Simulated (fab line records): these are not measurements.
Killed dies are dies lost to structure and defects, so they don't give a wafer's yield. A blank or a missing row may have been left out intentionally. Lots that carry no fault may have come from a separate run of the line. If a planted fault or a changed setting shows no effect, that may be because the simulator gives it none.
fab line records	flow sfq-line
record lots=5	wafers=23
route steps=325 shown I1@78 M2@92 I2@104 M3@125 I3@134 JJ@179
start-h: start of the lot's first displayed wafer, in hours after the record's first day	wait-h: how many hours have passed since the lot's step before this one	" as in the row above	L1.1+2: a single row standing in for several wafers	- no value present, or no start provided	* or withheld: withheld	< > ~ a bound
route shown NAME@n: NAME is a module with steps in the file, n the number in the route of the first one	usual: average and standard deviation across the fault-free wafers	same: alike in all rows	chamber/n: place in a boat	sites: the reading at each site	_std_site: standard deviation across them	_edge_site: outer sites' mean less inner sites'	radius-mm: how far each site lies from the wafer's centre	mask NAME#n: copy n	behind: tool/chamber where the wafer was last shaped	hold: the reason the lot was held/the length of the hold in hours/how it ended	device: the n, p or np transistor that did not switch	end of line: the same wafers' tests at the end of the route	a step given without rows: its recipe and nothing more	killed: dies that structure and defects cost at the first sort, which is not the same as the wafer's yield	map: a wafer's dies, x killed, . not, _ none there
set.NAME: the run value of the setting; set.NAME@STEP: its run value at that earlier step	model.NAME: the simulator's own value behind a step, which no gauge read
lots with deliberately changed settings; one table per step, one row per wafer
## steps
# step SFQ_TRILAYER_I1_VIA_LITHO_COAT_049
# recipe resist=KrF	spin-rpm=3000	resist-thk-nm=650
lot.wafer	tool	chamber	start-h	wait-h	set.spin-rpm	model.KrF_of_TRILAYER_I1_VIA_LITHO_COAT_049.thk-nm
L080.2	litho-track-04	0	592.23	0.2	3135	634.9
L080.3+4	"	0	"	"	3000	646
L080.5	"	0	"	"	3135	633.8
L080.6	"	0	"	"	3000	646.4
L081.1	litho-track-02	0	593.46	0.2	3000	647.4
L081.2	"	0	"	"	3000	645.6
L081.3	"	0	"	"	3000	646.3
L082.1	litho-track-04	0	617.46	0.2	3000	646.4
L082.2	"	0	"	"	3000	647.8
L082.3	"	0	"	"	3000	648.4
L082.4	"	0	"	"	3000	647.5
L082.5	"	0	"	"	3000	645.5
L084.1	litho-track-03	0	645.66	0.2	3000	650.8
L084.2	"	0	"	"	3000	650
L084.4	"	0	"	"	2873	664.2
L084.5	"	0	"	"	2873	664.6
L084.6	"	0	"	"	2873	662.8
L085.1	litho-track-02	0	654.66	0.2	2922	660.6
L085.2	"	0	"	"	3000	651.5
L085.3	"	0	"	"	2922	662.2
L085.5	"	0	"	"	3000	650.8
L085.6	"	0	"	"	2922	659.7
# step SFQ_TRILAYER_I1_VIA_BARC_OPEN_VIA_ETCH_071
# recipe mask-material=PR	chemistry=O2	target-depth-nm=125	target=BARC	source-w=500	bias-w=80	pressure-mtorr=30	time-s=41.7
lot.wafer	tool	chamber	start-h	wait-h	set.source-w	set.spin-rpm@TRILAYER_I1_VIA_LITHO_COAT_049	model.KrF_of_TRILAYER_I1_VIA_LITHO_COAT_049.thk-nm
L080.2	rie-diel-04	0	600.28	0.0	500	3135	556.7
L080.3	"	2	"	"	500	3000	566.8
L080.4	"	3	"	"	500	3000	566.3
L080.5	"	2	"	"	500	3135	554.3
L080.6	"	3	"	"	500	3000	566.5
L081.1	rie-diel-02	1	601.48	0.0	500	3000	570.4
L081.2	"	2	"	"	500	3000	567.2
L081.3	"	0	"	"	500	3000	568.8
L082.1	rie-diel-02	2	619.57	0.0	546.5	3000	564.5
L082.2	"	1	"	"	500	3000	571.5
L082.3	"	0	"	"	546.5	3000	567.7
L082.4	"	3	"	"	500	3000	569.9
L082.5	"	2	"	"	546.5	3000	563.9
L084.1	rie-diel-02	1	647.65	0.0	500	3000	574.2
L084.2	"	0	"	"	500	3000	573.3
L084.4	"	1	"	"	457.5	2873	591.5
L084.5	"	0	"	"	457.5	2873	591.9
L084.6	"	3	"	"	500	2873	585.9
L085.1	rie-diel-04	0	658.35	0.0	520.2	2922	580.5
L085.2	"	2	"	"	520.2	3000	570.2
L085.3	"	3	"	"	500	2922	584.4
L085.5	"	0	"	"	520.2	3000	570.8
L085.6	"	1	"	"	500	2922	582.4
# step SFQ_TRILAYER_M2_LITHO_COAT_062
# recipe resist=BARC	spin-rpm=3000	resist-thk-nm=62
lot.wafer	tool	chamber	start-h	wait-h	set.spin-rpm	model.BARC_of_TRILAYER_M2_LITHO_COAT_062.thk-nm
L080.2	litho-track-03	0	601.56	0.1	2815	64.07
L080.3	"	0	"	"	3000	62
L080.4	"	0	"	"	2815	64.1
L080.5	"	0	"	"	3000	61.86
L080.6	"	0	"	"	2815	64.04
L081.1	litho-track-03	0	603.31	0.1	3000	62.15
L081.2	"	0	"	"	3000	62.26
L081.3	"	0	"	"	3000	62.13
L082.1	litho-track-03	0	620.82	0.1	3000	62.28
L082.2	"	0	"	"	3000	62.13
L082.3	"	0	"	"	3000	62.17
L082.4	"	0	"	"	3000	62.06
L082.5	"	0	"	"	3000	62.23
L084.1	litho-track-02	0	648.88	0.1	3000	62.23
L084.2	"	0	"	"	3000	62.2
L084.4	"	0	"	"	3000	62.12
L084.5+6	"	0	"	"	3059	61.47
L085.1	litho-track-01	0	659.58	0.1	2884	63.45
L085.2	"	0	"	"	2884	63.38
L085.3	"	0	"	"	2884	63.47
L085.5	"	0	"	"	3000	62.07
L085.6	"	0	"	"	3000	62.22
# step SFQ_TRILAYER_M2_LITHO_COAT_057
# recipe resist=KrF	spin-rpm=3037	resist-thk-nm=600
# step SFQ_TRILAYER_M2_LITHO_SOFTBAKE_061
# recipe temp-c=withheld	time-s=withheld	resist=KrF
# step SFQ_TRILAYER_M2_LITHO_DEVELOP_059
# recipe time-s=60	resist=KrF
# step SFQ_TRILAYER_M2_BARC_OPEN_METAL_ETCH_077
# recipe mask-material=PR	chemistry=O2	target-depth-nm=125	target=BARC	icp-w=600	bias-w=80	pressure-mtorr=10	time-s=41.7
lot.wafer	tool	chamber	start-h	wait-h	set.spin-rpm@TRILAYER_M2_LITHO_COAT_062	model.etch.depth-nm
L080.2	rie-metal-01	1	754.36	0.0	2815	64.07
L080.3	"	1	"	"	3000	62
L080.4+6	"	0	"	"	2815	-
L080.5	"	1	"	"	3000	-
L081.1	rie-metal-02	1	757.52	0.0	3000	62.15
L081.2	"	0	"	"	3000	62.26
L081.3	"	0	"	"	3000	62.13
L082.1	rie-metal-02	0	770.85	0.0	3000	62.28
L082.2	"	1	"	"	3000	62.13
L082.3+4+5	"	0,1,1	"	"	3000	-
L084.1+2+4	rie-metal-04	1,0,1	796.60	0.0	3000	-
L084.5	"	1	"	"	3059	61.47
L084.6	"	0	"	"	3059	-
L085.1	rie-metal-04	0	809.80	0.0	2884	-
L085.2	"	1	"	"	2884	63.38
L085.3	"	0	"	"	2884	63.47
L085.5	"	0	"	"	3000	-
L085.6	"	1	"	"	3000	62.22
# step SFQ_TRILAYER_I2_CMP_CMP_064
# recipe material=SiO2	down-force-psi=3	platen-rpm=60	pad-velocity-m-s=0.94248
lot.wafer	tool	chamber	start-h	wait-h	set.leave-above-ref-nm	model.SiO2_of_TRILAYER_I2_DEP_PECVD_063.thk-nm
L080.4+6	cmp-01	3	758.70	3.3	200	199.5
L080.2	"	0	"	"	200	198.6
L080.3	"	1	"	"	200	200.5
L080.5	"	2	"	"	200	200.3
L081.1+3	cmp-01	0,3	761.20	2.7	200	199.3
L081.2	"	1	"	"	200	200.2
L082.1	cmp-01	2	776.20	4.4	186.9	185.8
L082.3	"	3	"	"	200	199.6
L082.2	"	0	"	"	200	198.6
L082.4	"	1	"	"	200	200.3
L082.5	"	3	778.70	6.8	186.9	185.4
L084.2	cmp-01	3	809.20	11.6	191.9	189.6
L084.4	"	0	"	"	191.9	188.3
L084.1	"	2	810.70	13.1	200	197.5
L084.5	"	3	"	"	200	197.9
L084.6	"	0	"	"	191.9	189.2
L085.1	cmp-02	1	822.63	11.8	200	201.8
L085.3	"	3	823.63	12.8	200	201.5
L085.2+5	"	0,1	"	"	200	200.5
L085.6	"	2	825.13	14.3	200	197.9
# step SFQ_TRILAYER_I2_METRO_MEASURE_065
# usual thk-nm=199.5/1.2
lot.wafer	tool	chamber	start-h	wait-h	set.leave-above-ref-nm@TRILAYER_I2_CMP_CMP_064	thk-nm
L080.2	film-metro-01	-	761.52	0.3	200	198.4
L080.3	"	-	"	"	200	200.5
L080.4	"	-	"	"	200	199.5
L080.5	"	-	"	"	200	200.3
L080.6	"	-	"	"	200	199.5
L081.1	film-metro-04	-	764.32	0.1	200	199.2
L081.2	"	-	"	"	200	200.3
L081.3	"	-	"	"	200	199.2
L082.1	film-metro-03	-	779.32	0.1	186.9	185.8
L082.2	"	-	"	"	200	198.6
L082.3	"	-	"	"	200	199.6
L082.4	"	-	"	"	200	200.3
L082.5	"	-	"	"	186.9	185.4
L084.1	film-metro-03	-	812.32	0.1	200	197.5
L084.2	"	-	"	"	191.9	189.7
L084.4	"	-	"	"	191.9	188.3
L084.5	"	-	"	"	200	197.9
L084.6	"	-	"	"	191.9	189.3
L085.1	film-metro-03	-	825.75	0.1	200	201.9
L085.2	"	-	"	"	200	200.6
L085.3	"	-	"	"	200	201.3
L085.5	"	-	"	"	200	200.4
L085.6	"	-	"	"	200	197.8
# step SFQ_TRILAYER_I2_VIA_BARC_OPEN_VIA_ETCH_096
# recipe mask-material=PR	chemistry=O2	target-depth-nm=125	target=BARC	source-w=500	bias-w=80	pressure-mtorr=30	time-s=41.7
# usual oes-product-au=0.686/0.0044
lot.wafer	tool	chamber	start-h	wait-h	set.time-s	oes-product-au	model.KrF_of_TRILAYER_I2_VIA_LITHO_COAT_067.thk-nm
L080.2	rie-diel-03	3	906.60	0.0	44.36	0.682	570.4
L080.3	"	0	"	"	41.7	0.693	573.2
L080.4	"	2	"	"	41.7	0.687	573.3
L080.5	"	2	"	"	44.36	0.685	568.1
L080.6	"	1	"	"	44.36	0.681	570.6
L081.1	rie-diel-03	2	910.20	0.0	41.7	0.684	574.1
L081.2	"	1	"	"	41.7	0.692	574.6
L081.3	"	3	"	"	41.7	0.682	574.1
L082.1	rie-diel-04	0	923.40	0.0	41.7	0.683	574.8
L082.2	"	2	"	"	41.7	0.684	574.7
L082.3	"	3	"	"	36.87	0.724	580.3
L082.4	"	3	"	"	36.87	0.728	581.4
L082.5	"	0	"	"	41.7	0.693	571.5
L084.1	rie-diel-04	1	948.97	0.0	38.26	0.712	579.5
L084.2	"	2	"	"	41.7	0.686	572.2
L084.4	"	3	"	"	38.26	0.708	580.2
L084.5	"	0	"	"	38.26	0.710	578.6
L084.6	"	3	"	"	41.7	0.690	572.9
L085.1	rie-diel-02	2	964.57	0.0	41.7	0.683	573.7
L085.2	"	0	"	"	41.7	0.690	575.5
L085.3	"	1	"	"	41.7	0.678	574.5
L085.5	"	1	"	"	41.7	0.689	572.1
L085.6	"	2	"	"	41.7	0.684	573.1
# step SFQ_TRILAYER_I2_VIA_ETCH_VIA_ETCH_070
# recipe target=SiO2	stop-on=Nb	mask-material=PR	taper-deg=20	chemistry=CHF3	target-depth-nm=260	source-w=500	bias-w=80	pressure-mtorr=30	time-s=withheld
# usual oes-product-au=0.854/0.0053
lot.wafer	tool	chamber	start-h	wait-h	set.leave-above-ref-nm@TRILAYER_I2_CMP_CMP_064	set.time-s@TRILAYER_I2_VIA_BARC_OPEN_VIA_ETCH_096	oes-product-au	model.I2.feature-depth-nm	model.KrF_of_TRILAYER_I2_VIA_LITHO_COAT_067.thk-nm
L080.2	rie-diel-03	3	906.64	0.0	200	*	0.854	198.5	525.7
L080.3	"	0	"	"	200	*	0.859	200.5	527.8
L080.4	"	2	"	"	200	*	0.847	199.5	527.6
L080.5	"	2	"	"	200	*	0.857	200.2	522.4
L080.6	"	1	"	"	200	*	0.858	199.4	526.4
L081.1	rie-diel-03	2	910.24	0.0	200	*	0.845	199.3	528.8
L081.2	"	1	"	"	200	*	0.851	200.2	530.9
L081.3	"	3	"	"	200	*	0.851	199.3	529.8
L082.1	rie-diel-04	0	923.44	0.0	186.9	*	0.820	185.8	528.6
L082.2	"	2	"	"	200	*	0.850	198.6	527.4
L082.3	"	3	"	"	200	*	0.856	199.6	534.9
L082.4	"	3	"	"	200	*	0.857	200.3	535.8
L082.5	"	0	"	"	186.9	*	0.820	185.4	525.2
L084.1	rie-diel-04	1	949.01	0.0	200	*	0.858	197.5	534.6
L084.2	"	2	"	"	191.9	*	0.825	189.6	526.2
L084.4	"	3	"	"	191.9	*	0.829	188.3	534.5
L084.5	"	0	"	"	200	*	0.855	197.9	533.6
L084.6	"	3	"	"	191.9	*	0.827	189.2	527.3
L085.1	rie-diel-02	2	964.61	0.0	200	*	0.860	201.8	528.4
L085.2	"	0	"	"	200	*	0.855	200.5	531.7
L085.3	"	1	"	"	200	*	0.862	201.5	530.5
L085.5	"	1	"	"	200	*	0.856	200.5	527.9
L085.6	"	2	"	"	200	*	0.847	197.9	527.4
# step SFQ_TRILAYER_M3_LITHO_EXPOSE_076
# recipe mask-id=M3	na=0.6	source-shape=conventional	sigma-outer=0.65	target-cd-nm=500	dose-mj=14.4
lot.wafer	tool	chamber	start-h	wait-h	mask	set.dose-mj
L080.2+4+5	krf-scanner-01	0	909.98	-	M3#0	14.4
L080.3+6	"	0	"	"	M3#0	13.63
L081.1+2+3	krf-scanner-01	0	913.38	-	M3#0	14.4
L082.1+2+3+4+5	krf-scanner-02	0	926.10	-	M3#0	14.4
L084.1+2+5	krf-scanner-02	0	950.95	-	M3#0	14.4
L084.4+6	"	0	"	"	M3#0	13.77
L085.1+3+5	krf-scanner-02	0	967.15	-	M3#0	14.4
L085.2+6	"	0	"	"	M3#0	15.25
# step SFQ_TRILAYER_M3_LITHO_PEB_078
# recipe peb-temp-c=115	peb-time-s=60	resist=KrF
# step SFQ_TRILAYER_M3_LITHO_DEVELOP_077
# recipe time-s=60	resist=KrF
# step SFQ_TRILAYER_M3_BARC_OPEN_METAL_ETCH_100
# recipe mask-material=PR	chemistry=O2	target-depth-nm=125	target=BARC	icp-w=600	bias-w=80	pressure-mtorr=10	time-s=41.7
lot.wafer	tool	chamber	start-h	wait-h	set.dose-mj@TRILAYER_M3_LITHO_EXPOSE_076	model.M3.cd-nm
L080.2	rie-metal-02	1	911.31	0.0	14.4	498.5
L080.3	"	1	"	"	13.63	505.9
L080.4	"	0	"	"	14.4	498.3
L080.5	"	1	"	"	14.4	499.3
L080.6	"	0	"	"	13.63	508.6
L081.1	rie-metal-04	1	914.91	0.0	14.4	499.4
L081.2	"	0	"	"	14.4	499.2
L081.3	"	1	"	"	14.4	500.6
L082.1	rie-metal-02	1	927.64	0.0	14.4	498.8
L082.2	"	0	"	"	14.4	498.7
L082.3	"	0	"	"	14.4	498.6
L082.4	"	1	"	"	14.4	498.2
L082.5	"	1	"	"	14.4	498.1
L084.1	rie-metal-04	0	952.49	0.0	14.4	497.4
L084.2	"	1	"	"	14.4	497.1
L084.4	"	1	"	"	13.77	505.1
L084.5	"	0	"	"	14.4	498.1
L084.6	"	1	"	"	13.77	506.3
L085.1	rie-metal-03	1	968.69	0.0	14.4	501.2
L085.2	"	0	"	"	15.25	494
L085.3	"	1	"	"	14.4	502.6
L085.5	"	0	"	"	14.4	503.4
L085.6	"	1	"	"	15.25	492.1
# step SFQ_TRILAYER_M3_ETCH_METAL_ETCH_078
# recipe target=Nb	stop-on=SiO2	mask-material=PR	chemistry=Cl2/Ar	target-depth-nm=240	icp-w=600	bias-w=80	pressure-mtorr=10	time-s=120
lot.wafer	tool	chamber	start-h	wait-h	set.dose-mj@TRILAYER_M3_LITHO_EXPOSE_076	model.M3.cd-nm
L080.2	rie-metal-02	1	911.37	0.0	14.4	502.7
L080.3	"	1	"	"	13.63	509.1
L080.4	"	0	"	"	14.4	499.7
L080.5	"	1	"	"	14.4	503
L080.6	"	0	"	"	13.63	509.8
L081.1	rie-metal-04	1	914.97	0.0	14.4	500.8
L081.2	"	0	"	"	14.4	499.6
L081.3	"	1	"	"	14.4	502.2
L082.1	rie-metal-02	1	927.70	0.0	14.4	501.7
L082.2+3	"	0	"	"	14.4	500.1
L082.4	"	1	"	"	14.4	501.8
L082.5	"	1	"	"	14.4	501.3
L084.1	rie-metal-04	0	952.55	0.0	14.4	497.4
L084.2	"	1	"	"	14.4	498
L084.4	"	1	"	"	13.77	505.6
L084.5	"	0	"	"	14.4	497.7
L084.6	"	1	"	"	13.77	507.2
L085.1	rie-metal-03	1	968.77	0.1	14.4	498
L085.2	"	0	"	"	15.25	491.6
L085.3	"	1	"	"	14.4	500.8
L085.5	"	0	"	"	14.4	501.7
L085.6	"	1	"	"	15.25	488.7
# step SFQ_TRILAYER_I3_CMP_CMP_082
# recipe material=SiO2	down-force-psi=3	platen-rpm=60	pad-velocity-m-s=0.94248
# usual time-to-endpoint-s=212/8.7
lot.wafer	tool	chamber	start-h	wait-h	set.down-force-psi	time-to-endpoint-s
L080.4	cmp-01	0	924.65	12.3	3.334	192
L080.2	"	1	"	"	3	206
L080.3	"	2	"	"	3	200
L080.6	"	0	926.65	14.3	3	212
L080.5	"	1	"	"	3.334	190
L081.2	cmp-02	3	926.88	11.0	3	218
L081.1	"	0	"	"	3	214
L081.3	"	1	"	"	3	224
L082.3	cmp-01	3	936.65	8.0	3	208
L082.4	"	0	"	"	3	205
L082.1	"	1	"	"	3	211
L082.2	"	2	"	"	3	200
L082.5	"	0	939.15	10.5	3	211
L084.1	cmp-02	1	962.38	8.7	3	222
L084.2	"	3	963.38	9.7	3	215
L084.4	"	0	"	"	3	214
L084.6	"	1	"	"	3	222
L084.5	"	2	"	"	3	210
L085.1	cmp-01	1	978.65	8.5	3	222
L085.2	"	3	979.65	9.5	2.615	244
L085.3	"	0	"	"	3	212
L085.6	"	1	"	"	2.615	251
L085.5	"	2	"	"	2.615	248
# step SFQ_TRILAYER_I3_VIA_BARC_OPEN_VIA_ETCH_121
# recipe mask-material=PR	chemistry=O2	target-depth-nm=125	target=BARC	source-w=500	bias-w=80	pressure-mtorr=30	time-s=41.7
# usual oes-product-au=0.682/0.0041
lot.wafer	tool	chamber	start-h	wait-h	set.time-s	oes-product-au	model.KrF_of_TRILAYER_I3_VIA_LITHO_COAT_085.thk-nm
L080.2	rie-diel-04	0	1064.37	0.0	41.7	0.681	572.4
L080.3	"	3	"	"	41.7	0.685	569.8
L080.4	"	1	"	"	47.16	0.667	566
L080.5	"	2	"	"	47.16	0.659	562.7
L080.6	"	1	"	"	47.16	0.660	566.3
L081.1	rie-diel-03	3	1065.57	0.0	41.7	0.685	574.2
L081.2	"	0	"	"	41.7	0.685	575.6
L081.3	"	2	"	"	41.7	0.687	572.5
L082.1	rie-diel-03	2	1077.57	0.0	37.11	0.720	578.9
L082.2	"	3	"	"	41.7	0.688	574.2
L082.3	"	0	"	"	37.11	0.716	580.4
L082.4	"	1	"	"	41.7	0.686	574.2
L082.5	"	2	"	"	37.11	0.715	580.2
L084.1	rie-diel-03	1	1101.69	0.0	37.37	0.719	577.3
L084.2	"	3	"	"	37.37	0.715	576.4
L084.4	"	0	"	"	41.7	0.682	573.8
L084.5	"	0	"	"	41.7	0.685	573.5
L084.6	"	3	"	"	37.37	0.715	579.1
L085.1	rie-diel-01	3	1116.56	0.0	41.7	0.673	572.5
L085.2	"	0	"	"	41.7	0.687	572.3
L085.3	"	2	"	"	41.7	0.680	572
L085.5	"	2	"	"	41.7	0.685	572.6
L085.6	"	3	"	"	41.7	0.681	571.3
# step SFQ_TRILAYER_JJ_TRILAYER_DEP_SPUTTER_109
# recipe material=Nb	base-pressure-pa=1.33e-06	chamber-pressure-pa=0.1333	substrate-temp-c=20	target-thk-nm=150	power-w=2000	time-s=100
lot.wafer	tool	chamber	start-h	wait-h	set.power-w	model.Nb_of_TRILAYER_JJ_TRILAYER_DEP_SPUTTER_109.thk-nm
L080.2	pvd-sputter-05	-	1197.91	0.0	2200	162.8
L080.3	"	-	"	"	2000	150.9
L080.4	"	-	"	"	2000	152.2
L080.5	"	-	"	"	2000	151.1
L080.6	"	-	"	"	2200	163.6
L081.1	pvd-sputter-06	-	1199.81	0.0	2000	149.4
L081.2	"	-	"	"	2000	149.7
L081.3	"	-	"	"	2000	145.9
L082.1	pvd-sputter-06	-	1212.18	0.0	2000	152.6
L082.2	"	-	"	"	2000	152.5
L082.3	"	-	"	"	2000	150.6
L082.4	"	-	"	"	2000	146.6
L082.5	"	-	"	"	2000	146.2
L084.1	pvd-sputter-06	-	1232.71	0.0	2000	151.9
L084.2	"	-	"	"	2000	154.3
L084.4	"	-	"	"	2000	147.6
L084.5	"	-	"	"	2000	148.7
L084.6	"	-	"	"	2000	152.8
L085.1	pvd-sputter-05	-	1244.94	0.0	1859	137.7
L085.2	"	-	"	"	2000	150.6
L085.3+5	"	-	"	"	1859	139.3
L085.6	"	-	"	"	2000	149.7
# step SFQ_TRILAYER_JJ_CE_LITHO_COAT_114
# recipe resist=KrF	spin-rpm=3000	resist-thk-nm=600
lot.wafer	tool	chamber	start-h	wait-h	set.spin-rpm	model.KrF_of_TRILAYER_JJ_CE_LITHO_COAT_114.thk-nm
L080.2	litho-track-04	0	1199.61	0.2	2842	613.8
L080.3	"	0	"	"	3000	597.9
L080.4	"	0	"	"	2842	613.9
L080.5	"	0	"	"	2842	614
L080.6	"	0	"	"	3000	597.6
L081.1	litho-track-02	0	1201.47	0.2	3000	597
L081.2	"	0	"	"	3000	599
L081.3	"	0	"	"	3000	597.6
L082.1	litho-track-02	0	1213.84	0.2	3000	598.4
L082.2	"	0	"	"	3183	579.9
L082.3	"	0	"	"	3000	596
L082.4	"	0	"	"	3183	582.2
L082.5	"	0	"	"	3183	581
L084.1	litho-track-02	0	1234.36	0.2	2839	619.4
L084.2	"	0	"	"	3000	602.9
L084.4	"	0	"	"	3000	603.7
L084.5	"	0	"	"	3000	604.8
L084.6	"	0	"	"	2839	619.8
L085.1	litho-track-04	0	1246.59	0.2	3000	601.2
L085.2+6	"	0	"	"	3000	601
L085.3	"	0	"	"	3000	600.4
L085.5	"	0	"	"	3000	602.7
## key
split step=SFQ_TRILAYER_I1_VIA_LITHO_COAT_049	setting=spin-rpm	stated=3000	by=wafer
response step=SFQ_TRILAYER_I1_VIA_LITHO_COAT_049	reading=model.KrF_of_TRILAYER_I1_VIA_LITHO_COAT_049.thk-nm	change=-3.01	per=1%	r=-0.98
response step=SFQ_TRILAYER_I1_VIA_BARC_OPEN_VIA_ETCH_071	reading=model.KrF_of_TRILAYER_I1_VIA_LITHO_COAT_049.thk-nm	change=-3.3	per=1%	r=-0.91
split step=SFQ_TRILAYER_I1_VIA_BARC_OPEN_VIA_ETCH_071	setting=source-w	stated=500	by=wafer
response step=SFQ_TRILAYER_I1_VIA_BARC_OPEN_VIA_ETCH_071	reading=model.KrF_of_TRILAYER_I1_VIA_LITHO_COAT_049.thk-nm	slope=-0.678	per=1%	together-with=spin-rpm@TRILAYER_I1_VIA_LITHO_COAT_049	explained=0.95
split step=SFQ_TRILAYER_M2_LITHO_COAT_062	setting=spin-rpm	stated=3000	by=wafer
response step=SFQ_TRILAYER_M2_LITHO_COAT_062	reading=model.BARC_of_TRILAYER_M2_LITHO_COAT_062.thk-nm	change=-0.344	per=1%	r=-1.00
response step=SFQ_TRILAYER_M2_BARC_OPEN_METAL_ETCH_077	reading=model.etch.depth-nm	change=-0.327	per=1%	r=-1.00
split step=SFQ_TRILAYER_I2_CMP_CMP_064	setting=leave-above-ref-nm	stated=200	by=wafer
response step=SFQ_TRILAYER_I2_CMP_CMP_064	reading=model.SiO2_of_TRILAYER_I2_DEP_PECVD_063.thk-nm	change=+2.13	per=1%	r=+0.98
response step=SFQ_TRILAYER_I2_METRO_MEASURE_065	reading=thk-nm	change=+2.12	per=1%	r=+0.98
response step=SFQ_TRILAYER_I2_VIA_ETCH_VIA_ETCH_070	reading=oes-product-au	change=+0.00584	per=1%	r=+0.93
response step=SFQ_TRILAYER_I2_VIA_ETCH_VIA_ETCH_070	reading=model.I2.feature-depth-nm	change=+2.13	per=1%	r=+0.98
split step=SFQ_TRILAYER_I2_VIA_BARC_OPEN_VIA_ETCH_096	setting=time-s	stated=41.7	by=wafer
response step=SFQ_TRILAYER_I2_VIA_BARC_OPEN_VIA_ETCH_096	reading=oes-product-au	change=-0.00283	per=1%	r=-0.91
response step=SFQ_TRILAYER_I2_VIA_BARC_OPEN_VIA_ETCH_096	reading=model.KrF_of_TRILAYER_I2_VIA_LITHO_COAT_067.thk-nm	change=-0.67	per=1%	r=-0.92
response step=SFQ_TRILAYER_I2_VIA_ETCH_VIA_ETCH_070	reading=model.KrF_of_TRILAYER_I2_VIA_LITHO_COAT_067.thk-nm	change=-0.724	per=1%	r=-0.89
split step=SFQ_TRILAYER_M3_LITHO_EXPOSE_076	setting=dose-mj	stated=14.4	by=wafer
response step=SFQ_TRILAYER_M3_BARC_OPEN_METAL_ETCH_100	reading=model.M3.cd-nm	change=-1.65	per=1%	r=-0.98
response step=SFQ_TRILAYER_M3_ETCH_METAL_ETCH_078	reading=model.M3.cd-nm	change=-1.67	per=1%	r=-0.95
split step=SFQ_TRILAYER_I3_CMP_CMP_082	setting=down-force-psi	stated=3	by=wafer
response step=SFQ_TRILAYER_I3_CMP_CMP_082	reading=time-to-endpoint-s	change=*	per=1%	r=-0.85
split step=SFQ_TRILAYER_I3_VIA_BARC_OPEN_VIA_ETCH_121	setting=time-s	stated=41.7	by=wafer
response step=SFQ_TRILAYER_I3_VIA_BARC_OPEN_VIA_ETCH_121	reading=oes-product-au	change=-0.00235	per=1%	r=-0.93
response step=SFQ_TRILAYER_I3_VIA_BARC_OPEN_VIA_ETCH_121	reading=model.KrF_of_TRILAYER_I3_VIA_LITHO_COAT_085.thk-nm	change=-0.458	per=1%	r=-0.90
split step=SFQ_TRILAYER_JJ_TRILAYER_DEP_SPUTTER_109	setting=power-w	stated=2000	by=wafer
response step=SFQ_TRILAYER_JJ_TRILAYER_DEP_SPUTTER_109	reading=model.Nb_of_TRILAYER_JJ_TRILAYER_DEP_SPUTTER_109.thk-nm	change=+1.32	per=1%	r=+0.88
split step=SFQ_TRILAYER_JJ_CE_LITHO_COAT_114	setting=spin-rpm	stated=3000	by=wafer
response step=SFQ_TRILAYER_JJ_CE_LITHO_COAT_114	reading=model.KrF_of_TRILAYER_JJ_CE_LITHO_COAT_114.thk-nm	change=-2.86	per=1%	r=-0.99
